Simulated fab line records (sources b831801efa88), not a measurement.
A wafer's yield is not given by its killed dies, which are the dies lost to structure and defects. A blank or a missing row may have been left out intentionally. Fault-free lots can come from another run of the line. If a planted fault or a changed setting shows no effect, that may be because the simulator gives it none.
Which tool did it?    flow gf180mcu    18 wafers from 6 lots sampled at 2 of the route's 602 steps

WHAT THE GAUGES SHOWED, per wafer
GF_V4_THK_MEAS_01.
lot   measured      on            V4_CVD_00_THK (nm)
L368  day 23 13:09  filmMetro-03  600 597 594
L372  day 25 06:22  filmMetro-02  598 597 592
L381  day 28 03:49  filmMetro-04  603 604 597
L384  day 28 21:38  filmMetro-04  592 598 599
L387  day 29 18:12  filmMetro-03  603 596 605
L389  day 30 08:26  filmMetro-02  597 605 603

WHAT TOOL EACH LOT RAN ON (gives the tool, then ch and the chambers of the sampled wafers, and finally the start)
lot   GF_DUAL_GATE_STRIP_13
L368  plasmaAsher-03 ch 0,1, day 8 12:58
L372  plasmaAsher-02 ch 0,1, day 9 19:04
L381  plasmaAsher-01 ch 0,1, day 12 10:01
L384  plasmaAsher-03 ch 0,1, day 13 04:16
L387  plasmaAsher-01 ch 0,1, day 14 02:07
L389  plasmaAsher-02 ch 0,1, day 14 18:19
- GF_DUAL_GATE_STRIP_13: strips in O2/N2.

THE ANSWER, worked out from the rows above alone
Rule: what is usual is taken from the lots themselves. The widest of any qualifying gaps counts: lots, ordered by their means at a reading, are off when they make up no more than a third of the lots, leave a main group of 4 or more, and stand apart from it by 3 or more times the standard deviation of that group's means. Not used: any main group whose means are identical at the precision the tables above print for the reading. A lot without any number at a reading at which 4 lots or more have one is off too. All remaining lots with rows at the step are treated as sound.
No lot is off at any reading shown: from this, nothing can be told.

WHAT HAD BEEN PUT IN BY THE SIMULATOR
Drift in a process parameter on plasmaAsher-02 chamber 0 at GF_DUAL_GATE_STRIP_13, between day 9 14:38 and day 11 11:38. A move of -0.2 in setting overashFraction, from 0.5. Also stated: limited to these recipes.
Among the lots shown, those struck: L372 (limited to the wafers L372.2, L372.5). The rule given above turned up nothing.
